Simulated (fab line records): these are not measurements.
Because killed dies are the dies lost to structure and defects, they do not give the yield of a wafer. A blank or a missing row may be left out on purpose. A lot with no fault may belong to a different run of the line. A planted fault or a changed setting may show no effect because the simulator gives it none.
A struck lot beside a sound one | flow sfq_line | 21 out of 325 route steps
Sound: wafers L793.3, L793.4, L793.5. Struck: wafers L801.1, L801.5 (left out: L801.6, a lot-mate that was not struck); the cause follows at the end.
Per side, at each step with rows, come the tool, then ch with its chambers, and then its first start. Under that, the readings that differ: sound wafers | struck wafers | difference of the means | sigmas: that difference in standard deviations of wafers without a fault.
alike: readings with means less than 2 such deviations apart, plus words and numbers identical on both sides. not compared: withheld readings, readings lacking a value on some wafer, bounds such as >300 that could conceal the same value, and numbers that have no deviation in the record and whose values overlap.
A row with sigmas, a row that says differs or no value, or rows on one side alone: a step with any of these is where the two part. Numbers that don't overlap but have no deviation are shown without sigmas and don't part them. A reading missing from all wafers of one side parts the sides only when that side holds two or more wafers.

first, 3 steps without rows for these wafers: SFQ_TRILAYER_M1_LITHO_EXPOSE_040 (exposes mask M1, target cd 500 nm); SFQ_TRILAYER_M1_LITHO_PEB_042 (peb time 60 s); SFQ_TRILAYER_M1_LITHO_DEVELOP_041 (time 60 s).
SFQ_M1_OVL_MEAS_911:
  struck on overlay-02, day 16 05:47; sound on overlay-01, day 12 22:41
  alike: M1_OVL
SFQ_TRILAYER_M1_BARC_OPEN_METAL_ETCH_054: etches BARC in O2, target depth 125 nm, time 41.7 s.
  sound on rie_metal-01 ch 0,1, day 12 22:44; struck on rie_metal-04 ch 0,1, day 16 05:49
  alike: drypump_motor_current_A, oes_product_au
  not compared: rf_hours_counter_h
SFQ_TRILAYER_M1_ETCH_METAL_ETCH_042: etches Nb in Cl2/Ar, stops on SiO2, target depth 240 nm, time 120 s.
  sound on rie_metal-01 ch 0,1, day 12 22:49; struck on rie_metal-04 ch 0,1, day 16 05:53
  alike: drypump_motor_current_A, oes_product_au
  not compared: rf_hours_counter_h
SFQ_TRILAYER_M1_STRIP_STRIP_043: strips in O2.
  sound on rie_metal-01 ch 0,1, day 12 23:06; struck on rie_metal-04 ch 0,1, day 16 06:00
  alike: drypump_motor_current_A, oes_product_au
  not compared: rf_hours_counter_h
then, 1 step without rows for these wafers: SFQ_TRILAYER_M1_STRIP_SOLV_CLEAN_044 (cleans in NMP, time 600 s).
SFQ_TRILAYER_I1_DEP_PECVD_045: deposits SiO2 from SiH4/N2O, time 111.11 s, target thk 500 nm.
  sound on pecvd-04 ch 0,1, day 12 23:41; struck on pecvd-04 ch 1,2, day 16 06:47
  alike: heater_power_w, throttle_valve_pct
then, 1 step without rows for these wafers: SFQ_TRILAYER_I1_CMP_CMP_046 (polishes SiO2).
SFQ_I1_BOW_MEAS_912:
  struck on film_metro-02, day 16 14:06; sound on film_metro-02, day 13 05:01
  alike: I1_BOW
SFQ_TRILAYER_I1_METRO_MEASURE_047:
  struck on film_metro-02, day 16 14:13; sound on film_metro-02, day 13 05:29
  alike: thk_nm
SFQ_TRILAYER_I1_VIA_LITHO_COAT_054: resist thk 62 nm.
  sound on litho_track-01 ch 0, day 13 06:23; struck on litho_track-01 ch 0, day 16 15:25
  reading                                                  | sound            | struck     | difference | sigmas
  model.BARC_of_TRILAYER_I1_VIA_LITHO_COAT_054.thk_nm (nm) | 61.68 61.96 61.9 | 65.8 65.75 | +3.9       |
then, 5 steps without rows for these wafers: SFQ_TRILAYER_I1_VIA_LITHO_COAT_049 (resist thk 650 nm); SFQ_TRILAYER_I1_VIA_LITHO_SOFTBAKE_053; SFQ_TRILAYER_I1_VIA_LITHO_EXPOSE_050 (exposes mask I1, target cd 500 nm); SFQ_TRILAYER_I1_VIA_LITHO_PEB_052 (peb time 60 s); SFQ_TRILAYER_I1_VIA_LITHO_DEVELOP_051 (time 60 s).
-- the record jumps here: 4 days lie between the struck wafers' starts before and after --
SFQ_I1_OVL_MEAS_913:
  struck on overlay-02, day 20 08:27; sound on overlay-01, day 16 18:43
  alike: I1_OVL
SFQ_TRILAYER_I1_VIA_BARC_OPEN_VIA_ETCH_071: etches BARC in O2, target depth 125 nm, time 41.7 s.
  sound on rie_diel-02 ch 0,2, day 16 18:44; struck on rie_diel-04 ch 0,1, day 20 08:29
  reading                  | sound             | struck      | difference | sigmas
  oes_product_au (a.u.)    | 0.677 0.684 0.689 | 0.709 0.719 | +0.031     | +6
  model.etch.depth_nm (nm) | 61.68 61.96 61.9  | 65.8 65.75  | +3.9       |
  alike: drypump_motor_current_A
  not compared: rf_hours_counter_h
then, 1 step without rows for these wafers: SFQ_TRILAYER_I1_VIA_ETCH_VIA_ETCH_052 (etches SiO2 in CHF3, stops on Nb, target depth 260 nm).

== WHERE THEY PART ==
Only at SFQ_TRILAYER_I1_VIA_BARC_OPEN_VIA_ETCH_071, within this record.

WHY: what had been put in by the simulator
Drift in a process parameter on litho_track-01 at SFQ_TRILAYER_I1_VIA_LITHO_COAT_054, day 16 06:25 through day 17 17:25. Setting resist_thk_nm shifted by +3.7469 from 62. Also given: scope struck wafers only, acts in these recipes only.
